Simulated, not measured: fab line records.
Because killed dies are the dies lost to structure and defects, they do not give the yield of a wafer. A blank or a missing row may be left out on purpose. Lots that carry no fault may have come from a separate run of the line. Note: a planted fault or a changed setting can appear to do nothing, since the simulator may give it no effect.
Chamber matching / flow gf180mcu / cmp-01 running GF_V5_CMP_04: 4 sister chambers
The step polishes SiO2. 33 wafers are shown with their chamber, then 12 later ones without.

## WAFERS PAIRED WITH THEIR CHAMBERS
wafer=L074.1; chamber=1; motor current A (A)=13.3; platen rpm (rpm)=60.00
wafer=L074.5; chamber=1; motor current A (A)=12.5; platen rpm (rpm)=60.08
wafer=L074.6; chamber=2; motor current A (A)=12.1; platen rpm (rpm)=59.93
wafer=L075.1; chamber=0; motor current A (A)=11.0; platen rpm (rpm)=60.00
wafer=L075.2; chamber=1; motor current A (A)=12.1; platen rpm (rpm)=60.06
wafer=L075.5; chamber=0; motor current A (A)=11.1; platen rpm (rpm)=59.98
wafer=L077.2; chamber=0; motor current A (A)=11.8; platen rpm (rpm)=59.98
wafer=L077.3; chamber=2; motor current A (A)=12.1; platen rpm (rpm)=59.95
wafer=L077.6; chamber=2; motor current A (A)=12.2; platen rpm (rpm)=59.92
wafer=L078.1; chamber=2; motor current A (A)=11.8; platen rpm (rpm)=59.96
wafer=L078.3; chamber=3; motor current A (A)=11.9; platen rpm (rpm)=59.98
wafer=L078.6; chamber=1; motor current A (A)=12.8; platen rpm (rpm)=60.03
wafer=L080.1; chamber=1; motor current A (A)=12.2; platen rpm (rpm)=59.97
wafer=L080.5; chamber=2; motor current A (A)=11.6; platen rpm (rpm)=60.02
wafer=L080.6; chamber=3; motor current A (A)=11.6; platen rpm (rpm)=60.11
wafer=L081.2; chamber=1; motor current A (A)=12.6; platen rpm (rpm)=59.97
wafer=L081.4; chamber=0; motor current A (A)=11.4; platen rpm (rpm)=59.98
wafer=L081.5; chamber=2; motor current A (A)=12.0; platen rpm (rpm)=60.01
wafer=L082.1; chamber=0; motor current A (A)=11.3; platen rpm (rpm)=60.01
wafer=L082.4; chamber=1; motor current A (A)=12.6; platen rpm (rpm)=59.97
wafer=L082.6; chamber=1; motor current A (A)=12.5; platen rpm (rpm)=59.96
wafer=L084.1; chamber=3; motor current A (A)=10.7; platen rpm (rpm)=60.00
wafer=L084.3; chamber=2; motor current A (A)=11.6; platen rpm (rpm)=60.00
wafer=L084.6; chamber=0; motor current A (A)=11.7; platen rpm (rpm)=60.03
wafer=L086.1; chamber=0; motor current A (A)=12.3; platen rpm (rpm)=59.97
wafer=L086.3; chamber=1; motor current A (A)=12.6; platen rpm (rpm)=59.98
wafer=L086.6; chamber=1; motor current A (A)=12.1; platen rpm (rpm)=59.97
wafer=L087.1; chamber=2; motor current A (A)=11.6; platen rpm (rpm)=59.97
wafer=L087.3; chamber=0; motor current A (A)=11.7; platen rpm (rpm)=59.99
wafer=L087.4; chamber=3; motor current A (A)=11.7; platen rpm (rpm)=60.00
wafer=L088.2; chamber=2; motor current A (A)=12.0; platen rpm (rpm)=60.04
wafer=L088.3; chamber=0; motor current A (A)=11.4; platen rpm (rpm)=60.02
wafer=L088.6; chamber=3; motor current A (A)=11.8; platen rpm (rpm)=59.96

SIGNATURES, as means of the wafers listed above
reading=motor current A; chamber 0=11.522; chamber 1=12.530; chamber 2=11.889; chamber 3=11.540; scatter within a chamber=0.364
reading=platen rpm; chamber 0=59.9956; chamber 1=59.9990; chamber 2=59.9778; chamber 3=60.0100; scatter within a chamber=0.0405
Rule: distance of a wafer from a chamber = root of the sum over the readings of ((wafer's reading minus chamber's mean) / reading's scatter) squared. The wafer belongs to the nearest chamber; if the next one is less than 2 further off, it can't be placed. How the scatter is found: for the shown wafers, subtract from each reading the mean of its chamber, square and add these, divide the total by (wafers less chambers), then take the root.

## WAFERS WITH NO CHAMBER GIVEN
wafer=L089.1; motor current A (A)=11.5; platen rpm (rpm)=60.09
wafer=L089.4; motor current A (A)=11.6; platen rpm (rpm)=59.95
wafer=L089.5; motor current A (A)=11.4; platen rpm (rpm)=59.98
wafer=L092.1; motor current A (A)=11.8; platen rpm (rpm)=59.95
wafer=L092.2; motor current A (A)=12.8; platen rpm (rpm)=59.99
wafer=L092.6; motor current A (A)=11.6; platen rpm (rpm)=60.01
wafer=L093.2; motor current A (A)=11.5; platen rpm (rpm)=60.00
wafer=L093.5; motor current A (A)=11.6; platen rpm (rpm)=60.03
wafer=L093.6; motor current A (A)=11.7; platen rpm (rpm)=59.99
wafer=L097.1; motor current A (A)=13.1; platen rpm (rpm)=60.03
wafer=L097.4; motor current A (A)=11.8; platen rpm (rpm)=59.96
wafer=L097.6; motor current A (A)=11.6; platen rpm (rpm)=59.98

## CHAMBER TAKEN BY EACH
wafer=L089.1; from the rows above=can't be placed: 3 or 0 or 2 or 1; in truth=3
wafer=L089.4; from the rows above=can't be placed: 2 or 0 or 3 or 1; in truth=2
wafer=L089.5; from the rows above=can't be placed: 0 or 3 or 2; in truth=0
wafer=L092.1; from the rows above=can't be placed: 2 or 0 or 3 or 1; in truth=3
wafer=L092.2; from the rows above=can't be placed: 1 or 2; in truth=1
wafer=L092.6; from the rows above=can't be placed: 3 or 0 or 2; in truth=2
wafer=L093.2; from the rows above=can't be placed: 0 or 3 or 2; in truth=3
wafer=L093.5; from the rows above=can't be placed: 3 or 0 or 2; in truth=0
wafer=L093.6; from the rows above=can't be placed: 0 or 2 or 3 or 1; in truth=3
wafer=L097.1; from the rows above=can't be placed: 1 or 2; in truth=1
wafer=L097.4; from the rows above=can't be placed: 2 or 0 or 3 or 1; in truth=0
wafer=L097.6; from the rows above=can't be placed: 0 or 3 or 2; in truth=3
0 of 12 placed correctly. Can't be placed from these rows: 12 (the true chamber is among the candidates in 12). Wrongly placed: 0.
